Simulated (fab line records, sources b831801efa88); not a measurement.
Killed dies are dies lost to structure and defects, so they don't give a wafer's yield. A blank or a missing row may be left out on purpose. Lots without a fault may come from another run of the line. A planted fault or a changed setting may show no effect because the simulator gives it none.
A struck lot beside a sound one | flow sfq_line | 21 steps out of a route of 325
Sound: wafers L787.1, L787.3, L787.5. Struck: wafers L781.1, L781.3, L781.6. The cause comes at the end.
At each step with rows: each side's tool, then ch and its chambers, then its first start. Under that, the readings that differ: sound wafers | struck wafers | difference of the means | sigmas: that difference in standard deviations of wafers without a fault.
alike: readings whose means differ by less than 2 such deviations, and words and numbers that are the same on both sides. not compared: withheld readings, readings that some wafer has no value for, bounds like >300 that may hide the same value, and numbers for which the record gives no deviation and whose values overlap.
The two part at a step that has a row with sigmas, a row that says differs or no value, or rows on one side only. Numbers that don't overlap but have no deviation are shown without sigmas and don't part them. A reading that every wafer of one side lacks parts them only if that side has two wafers or more.

first, 1 step without rows for these wafers: SFQ_TRILAYER_M5_BARC_OPEN_METAL_ETCH_161 (etches BARC in O2, target depth 125 nm, time 41.7 s).
SFQ_TRILAYER_M5_ETCH_METAL_ETCH_126: etches Nb in Cl2/BCl3, stops on SiO2, time 203.2 s, target depth 265 nm.
  sound on rie_metal-03 ch 0,1, day 61 18:06; struck on rie_metal-02 ch 0,1, day 53 07:55
  alike: drypump_motor_current_A, oes_product_au
  not compared: rf_hours_counter_h
SFQ_TRILAYER_M5_STRIP_STRIP_127: strips in O2.
  sound on rie_metal-03 ch 0,1, day 61 18:18; struck on rie_metal-02 ch 0,1, day 53 08:06
  alike: drypump_motor_current_A, oes_product_au
  not compared: rf_hours_counter_h
then, 4 steps without rows for these wafers: SFQ_TRILAYER_M5_STRIP_SOLV_CLEAN_128 (cleans in NMP, time 600 s); SFQ_TRILAYER_A5B_DEP_PECVD_129 (deposits SiO2 from SiH4/N2O, time 133.33 s, target thk 600 nm); SFQ_TRILAYER_A5B_CMP_CMP_130 (polishes, stops on Nb, target thk 340.7 nm); SFQ_TRILAYER_A5B_METRO_MEASURE_131.
SFQ_TRILAYER_R5_DEP_SPUTTER_132: material Ti, target thk 5 nm, time 5 s.
  sound on pvd_sputter-03, day 61 23:22; struck on pvd_sputter-05, day 54 00:21
  alike: cathode_dc_power_W, throttle_valve_pct
then, 1 step without rows for these wafers: SFQ_TRILAYER_R5_DEP_SPUTTER_133 (material MoNx, target thk 40 nm, time 66.7 s).
SFQ_TRILAYER_R5_DEP_SPUTTER_134: material Ti, target thk 5 nm, time 5 s.
  sound on pvd_sputter-03, day 61 23:26; struck on pvd_sputter-05, day 54 00:25
  alike: cathode_dc_power_W, throttle_valve_pct
SFQ_R5_RS_MEAS_933: measures by four-point-probe.
  sound on film_metro-03, day 61 23:28; struck on film_metro-04, day 54 00:26
  reading             | sound          | struck         | difference | sigmas
  R5_MONX_RS (ohm/sq) | 7.03 6.98 6.96 | 7.18 7.16 7.22 | +0.20      | +2
SFQ_R5_THK_MEAS_934: measures by xrf.
  sound on film_metro-03, day 61 23:35; struck on film_metro-04, day 54 00:34
  alike: R5_MONX_THK
SFQ_TRILAYER_R5_LITHO_COAT_141: resist thk 62 nm.
  sound on litho_track-01 ch 0, day 61 23:38; struck on litho_track-04 ch 0, day 54 00:37
  reading                                              | sound                | struck               | difference | sigmas
  spin_speed_rpm (rpm)                                 | 2998.9 3000.6 3001.6 | 2951.9 2952.0 2953.6 | -47.9      | -25
  model.BARC_of_TRILAYER_R5_LITHO_COAT_141.thk_nm (nm) | 61.99 61.96 61.91    | 62.45 62.35 62.52    | +0.49      |
then, 5 steps without rows for these wafers: SFQ_TRILAYER_R5_LITHO_COAT_136 (resist thk 600 nm); SFQ_TRILAYER_R5_LITHO_SOFTBAKE_140; SFQ_TRILAYER_R5_LITHO_EXPOSE_137 (exposes mask R5, target cd 500 nm); SFQ_TRILAYER_R5_LITHO_PEB_139 (peb time 60 s); SFQ_TRILAYER_R5_LITHO_DEVELOP_138 (time 60 s).
-- the record jumps here: 6 days lie between the struck wafers' starts before and after --
SFQ_R5_OVL_MEAS_935:
  sound on overlay-01, day 67 13:23; struck on overlay-01, day 59 17:09
  alike: R5_OVL
SFQ_TRILAYER_R5_BARC_OPEN_METAL_ETCH_177: etches BARC in O2, target depth 125 nm, time 41.7 s.
  sound on rie_metal-04 ch 0,1, day 67 13:26; struck on rie_metal-02 ch 0,1, day 59 17:11
  reading                  | sound             | struck            | difference | sigmas
  model.etch.depth_nm (nm) | 61.99 61.96 61.91 | 62.45 62.35 62.52 | +0.49      |
  alike: drypump_motor_current_A, oes_product_au
  not compared: rf_hours_counter_h
SFQ_TRILAYER_R5_ETCH_METAL_ETCH_139: etches the open film in Cl2, stops on SiO2, target depth 60 nm, time 40 s.
  sound on rie_metal-04 ch 0,1, day 67 13:29; struck on rie_metal-02 ch 0,1, day 59 17:15
  alike: drypump_motor_current_A, oes_product_au
  not compared: rf_hours_counter_h

WHERE THEY PART
First at SFQ_R5_RS_MEAS_933; last, within this record, at SFQ_TRILAYER_R5_LITHO_COAT_141. Later steps at which nothing parts them and some readings are alike: SFQ_R5_OVL_MEAS_935, SFQ_TRILAYER_R5_BARC_OPEN_METAL_ETCH_177, SFQ_TRILAYER_R5_ETCH_METAL_ETCH_139.

WHY: what the simulator had put in
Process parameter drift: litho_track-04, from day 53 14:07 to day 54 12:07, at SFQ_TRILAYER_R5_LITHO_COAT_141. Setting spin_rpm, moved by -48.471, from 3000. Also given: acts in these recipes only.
